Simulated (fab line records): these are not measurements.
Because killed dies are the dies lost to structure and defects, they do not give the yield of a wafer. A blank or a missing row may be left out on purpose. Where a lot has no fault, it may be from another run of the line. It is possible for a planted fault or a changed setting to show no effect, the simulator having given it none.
A lot that was struck, set against a sound lot || flow sky130 || 31 steps out of a route of 708
Sound: these wafers, L217.1, L217.4, L217.5. Struck: wafers L223.1, L223.2, L223.6. Last of all comes the cause.
At each step with rows: each side's tool, then ch and its chambers, then its first start. Under that, the readings that differ: sound wafers || struck wafers || difference of the means || sigmas: that difference in standard deviations of wafers without a fault.
alike: readings with means less than 2 such deviations apart, plus words and numbers identical on both sides. not compared: withheld readings, readings lacking a value on some wafer, bounds such as >300 that could conceal the same value, and numbers that have no deviation in the record and whose values overlap.
A row with sigmas, a row that says differs or no value, or rows on one side alone: a step with any of these is where the two part. Numbers that don't overlap but have no deviation are shown without sigmas and don't part them. A reading that every wafer of one side lacks parts them only if that side has two wafers or more.

first, 1 step without rows for these wafers: SKY_NWELL_IMPLANT_13.
SKY_NWELL_STRIP_14: strips in O2/N2.
  sound on plasma_asher-03 ch 1, day 6 23:04; struck on plasma_asher-03 ch 0,1, day 8 10:04
  alike: chamber_pressure_mTorr, drypump_motor_current_A, o2_flow_sccm, oes_product_au, strip_time_to_endpoint_s
  not compared: rf_hours_counter_h
SKY_NWELL_TW_MEAS_15:
  sound on film_metro-02, day 6 23:10; struck on film_metro-03, day 8 10:10
  alike: NWELL_TW
then, 7 steps without rows for these wafers: SKY_NWELL_DEHYDRATE_16 (time 60 s); SKY_NWELL_HMDS_17 (prime time 60 s); SKY_NWELL_COAT_18 (resist thk 3000 nm); SKY_NWELL_SOFTBAKE_19; SKY_NWELL_EXPOSE_20 (exposes mask NWM COMPLEMENT, target cd 840 nm); SKY_NWELL_PEB_21; SKY_NWELL_DEVELOP_22 (develop time 60 s).
SKY_NWELL_OVL_MEAS_23:
  sound on overlay-02, day 7 19:08; struck on overlay-01, day 9 08:05
  alike: NWELL_01_OVL
then, 1 step without rows for these wafers: SKY_NWELL_IMPLANT_24.
SKY_NWELL_STRIP_25: strips in O2/N2.
  sound on plasma_asher-02 ch 0,1, day 7 19:19; struck on plasma_asher-03 ch 0,1, day 9 08:17
  no value came back on the struck wafers for any of 5 readings (chamber_pressure_mTorr (mTorr), drypump_motor_current_A (A) and others); on the sound wafers chamber_pressure_mTorr (mTorr) reads 1502.1 1498.8 1501.4
{"reading": "model.coat_of_NWELL_COAT_18.thk_nm (nm)", "sound": "0 0 0", "struck": "2998 3003 2990", "difference": "+2997", "sigmas": ""}
  not compared: rf_hours_counter_h
SKY_NWELL_TW_MEAS_26:
  sound on film_metro-03, day 7 19:25; struck on film_metro-03, day 9 08:23
  alike: NWELL_2_TW
then, 1 step without rows for these wafers: SKY_NWELL_CLEAN_27 (cleans in SC1/SC2, time 150 s).
SKY_NWELL_RTA_28: time 30 s.
  sound on rtp_anneal-02 ch 0, day 7 19:31; struck on rtp_anneal-01 ch 0, day 9 08:29
  alike: lamp_power_pct, wafer_temp_C_max
SKY_NWELL_RS_MEAS_29: uses a four-point probe to measure.
  sound on film_metro-01, day 7 19:37; struck on film_metro-02, day 9 08:36
  alike: NWELL_RS
SKY_NWELL_RS_MEAS_31: uses a four-point probe to measure.
  sound on film_metro-01, day 7 19:52; struck on film_metro-02, day 9 08:50
  alike: PWDE_RS
then, 7 steps without rows for these wafers: SKY_VT_ADJUST_HVTP_DEHYDRATE_00 (time 60 s); SKY_VT_ADJUST_HVTP_HMDS_01 (prime time 60 s); SKY_VT_ADJUST_HVTP_COAT_02 (resist thk 1140 nm); SKY_VT_ADJUST_HVTP_SOFTBAKE_03 (time 60 s); SKY_VT_ADJUST_HVTP_EXPOSE_04 (exposes mask HVTPM, target cd 380 nm); SKY_VT_ADJUST_HVTP_PEB_05; SKY_VT_ADJUST_HVTP_DEVELOP_06 (develop time 60 s).
SKY_VT_ADJUST_HVTP_CD_MEAS_07: target cd 380 nm.
  sound on cd_sem-01, day 8 17:41; struck on cd_sem-02, day 10 06:35
  alike: cd_nm
SKY_VT_ADJUST_HVTP_OVL_MEAS_08:
  sound on overlay-01, day 8 17:49; struck on overlay-01, day 10 06:43
  alike: VT_ADJUST_HVTP_OVL
then, 1 step without rows for these wafers: SKY_VT_ADJUST_HVTP_IMPLANT_09.
SKY_VT_ADJUST_HVTP_STRIP_10: strips in O2/N2.
  sound on plasma_asher-02 ch 0,1, day 8 18:00; struck on plasma_asher-02 ch 0,1, day 10 06:54
{"reading": "strip_time_to_endpoint_s (s)", "sound": "14.05 14.08 14.10", "struck": "58.69 58.75 58.57", "difference": "+44.59", "sigmas": "+99 or more"}
  alike: chamber_pressure_mTorr, drypump_motor_current_A, o2_flow_sccm, oes_product_au
  not compared: rf_hours_counter_h
SKY_VT_ADJUST_HVTP_TW_MEAS_11:
  sound on film_metro-04, day 8 18:06; struck on film_metro-04, day 10 07:14
{"reading": "VT_ADJUST_HVTP_TW", "sound": "1337 1345 1335", "struck": "29 29 29", "difference": -1310, "sigmas": "-99 or more"}
  not compared: hold
then, 1 step without rows for these wafers: SKY_PAD_OPEN_PROBE_99.

== WHERE THEY PART ==
At SKY_NWELL_STRIP_25 first; at SKY_VT_ADJUST_HVTP_TW_MEAS_11 last (within this record only).

WHY: what the simulator had put in
Whole step skipped at SKY_NWELL_STRIP_25 on plasma_asher-03, starting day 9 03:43. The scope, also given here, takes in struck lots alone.
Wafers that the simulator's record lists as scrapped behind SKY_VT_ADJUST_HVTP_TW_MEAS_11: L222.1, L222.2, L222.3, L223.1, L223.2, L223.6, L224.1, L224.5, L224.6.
